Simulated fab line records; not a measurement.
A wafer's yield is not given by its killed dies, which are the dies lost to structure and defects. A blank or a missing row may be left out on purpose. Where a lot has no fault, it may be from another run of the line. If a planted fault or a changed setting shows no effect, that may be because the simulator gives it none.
The same fault as seen by 2 desks | flow sky130 | each desk has only its own numbers; what lay behind them comes last

== AT THE METROLOGY DESK ==
Lot by lot, what the gauges showed, no matter which tool ran the lot: averages of those sampled wafers that carry a number. The brackets show how far a lot's mean lies from the usual mean; more than 4 standard deviations puts the lot out of limits, marked OUT.
Columns: A = VIA4_BOW at SKY_VIA4_BOW_MEAS_03, usual 78 um
lot  | first seen here | A
L712 | day 41 22:21    | 75
L716 | day 43 06:04    | 76
L717 | day 43 16:07    | 79
L718 | day 43 18:55    | 84
L726 | day 46 04:28    | 78
L727 | day 46 12:35    | 78
L728 | day 47 00:05    | 82
L729 | day 47 00:47    | 82
L730 | day 47 05:31    | 81
L731 | day 47 06:25    | 75
L732 | day 47 13:11    | 70
L734 | day 47 18:16    | 74
L733 | day 47 19:40    | 73
This desk found nothing out of limits on any of the 13 lots.

== TOOL OWNER'S DESK, rie_si-01 ==
The tool's own readings at SKY_POLY_GATE_ETCH_17 (etches poly-Si in HBr/Cl2, stops on SiO2, target depth 180 nm, time 70.5 s): means of the sampled wafers that have a number, for each lot that ran on this tool. The brackets show how far a lot's mean lies from the usual mean; more than 4 standard deviations puts the lot out of limits, marked OUT.
Columns: A = drypump_motor_current_A at SKY_POLY_GATE_ETCH_17, usual 5.6 A; B = oes_product_au at SKY_POLY_GATE_ETCH_17, usual 0.984 a.u.; C = throttle_valve_pct at SKY_POLY_GATE_ETCH_17, usual 33.684 %
lot  | first seen here | A   | B     | C
L712 | day 16 10:04    | 5.4 | 0.988 | 33.676
L716 | day 18 02:43    | 5.9 | 0.980 | 33.684
L717 | day 18 18:43    | 5.8 | 0.986 | 33.690
L718 | day 19 01:14    | 5.8 | 0.984 | 33.685
L727 | day 22 18:23    | 5.5 | 0.980 | 33.676
L729 | day 23 11:40    | 5.4 | 0.981 | 33.691
L731 | day 23 20:22    | 5.6 | 0.984 | 33.681
L734 | day 24 10:55    | 5.7 | 0.979 | 33.675
This desk found nothing out of limits on any of the 8 lots.

== BROUGHT TOGETHER ==
From the metrology desk's view, nothing was out of limits.
The desk of the tool owner found nothing out of limits.

== WHAT HAD BEEN PUT IN BY THE SIMULATOR ==
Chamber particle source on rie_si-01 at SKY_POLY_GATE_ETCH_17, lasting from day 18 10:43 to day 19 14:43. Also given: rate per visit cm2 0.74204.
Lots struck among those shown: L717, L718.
